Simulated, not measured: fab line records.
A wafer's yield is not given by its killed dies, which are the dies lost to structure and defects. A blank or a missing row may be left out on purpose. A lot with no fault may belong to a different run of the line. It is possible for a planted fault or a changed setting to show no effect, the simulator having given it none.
Struck lot and sound lot, side by side / flow sky130 / 14 steps out of a route of 708
Sound: the wafers L388.2, L388.4, L388.6. The struck wafers were L397.2, L397.3, L397.4. The cause is given at the end.
For every step that has rows: the tool of each side, followed by ch and its chambers, followed by its first start. Under that, the readings that differ: sound wafers / struck wafers / difference of the means / sigmas: that difference in standard deviations of wafers without a fault.
alike: readings with means less than 2 such deviations apart, plus words and numbers identical on both sides. not compared: withheld readings, readings lacking a value on some wafer, bounds such as >300 that could conceal the same value, and numbers that have no deviation in the record and whose values overlap.
The two part at a step that has a row with sigmas, a row that says differs or no value, or rows on one side only. Numbers that don't overlap but have no deviation are shown without sigmas and don't part them. A reading that every wafer of one side lacks parts them only if that side has two wafers or more.

SKY_METAL5_SPUTTER_01: material TiN, target thk 20 nm, time 16.7 s.
  sound: pvd sputter-02 at day 43 02:35; struck: pvd sputter-03 at day 45 17:22
  alike: throttle valve pct
SKY_METAL5_SPUTTER_02: material AlCu, target thk 1150 nm, time 61.2 s.
  sound: pvd sputter-02 at day 43 02:37; struck: pvd sputter-03 at day 45 17:24
  alike: throttle valve pct
SKY_METAL5_SPUTTER_03: material Ti, target thk 5 nm, time 3.3 s.
  sound: pvd sputter-02 at day 43 02:40; struck: pvd sputter-03 at day 45 17:27
  alike: throttle valve pct
SKY_METAL5_SPUTTER_04: material TiN, target thk 70 nm, time 58.3 s.
  sound: pvd sputter-02 at day 43 02:41; struck: pvd sputter-03 at day 45 17:28
  alike: throttle valve pct
SKY_METAL5_RS_MEAS_05: measures by four-point-probe.
  sound: film metro-04 at day 43 02:45; struck: film metro-01 at day 45 17:32
  alike: METAL5_ALCU_RS
SKY_METAL5_THK_MEAS_06: measures by xrf.
  sound: film metro-04 at day 43 02:52; struck: film metro-01 at day 45 17:39
  alike: METAL5_ALCU_THK
then, 6 steps without rows for these wafers: SKY_METAL5_DEHYDRATE_07 (time 60 s); SKY_METAL5_HMDS_08 (prime time 60 s); SKY_METAL5_COAT_09 (resist thk 1800 nm); SKY_METAL5_SOFTBAKE_10 (time 60 s); SKY_METAL5_EXPOSE_11 (exposes mask MM5, target cd 1600 nm); SKY_METAL5_PEB_12.
SKY_METAL5_DEVELOP_13: develop time 60 s.
  sound on litho track-03 ch 0, day 44 01:19; struck on litho track-02, day 46 14:41
  no value came back on the struck wafers for chill plate temp C (C), develop time s (s), exhaust pa (Pa); on the sound wafers chill plate temp C (C) reads 23.15 23.06 23.01
SKY_METAL5_DESCUM_14: chemistry O2, time 11 s.
  sound on rie metal-04 ch 0,1, day 44 01:26; struck on rie metal-02 ch 0,1, day 46 14:49
reading=drypump motor current A (A); sound=5.3 6.3 6.4; struck=4.8 4.8 5.2; difference=-1.1; sigmas=-2
  alike: oes product au
  not compared: rf hours counter h

WHERE THEY PART
Last at SKY_METAL5_DESCUM_14 as far as this record goes, first at SKY_METAL5_DEVELOP_13.

WHY: the cause the simulator had injected
Entire step skipped (litho track-02, SKY_METAL5_DEVELOP_13), from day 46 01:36 onward. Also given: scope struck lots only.
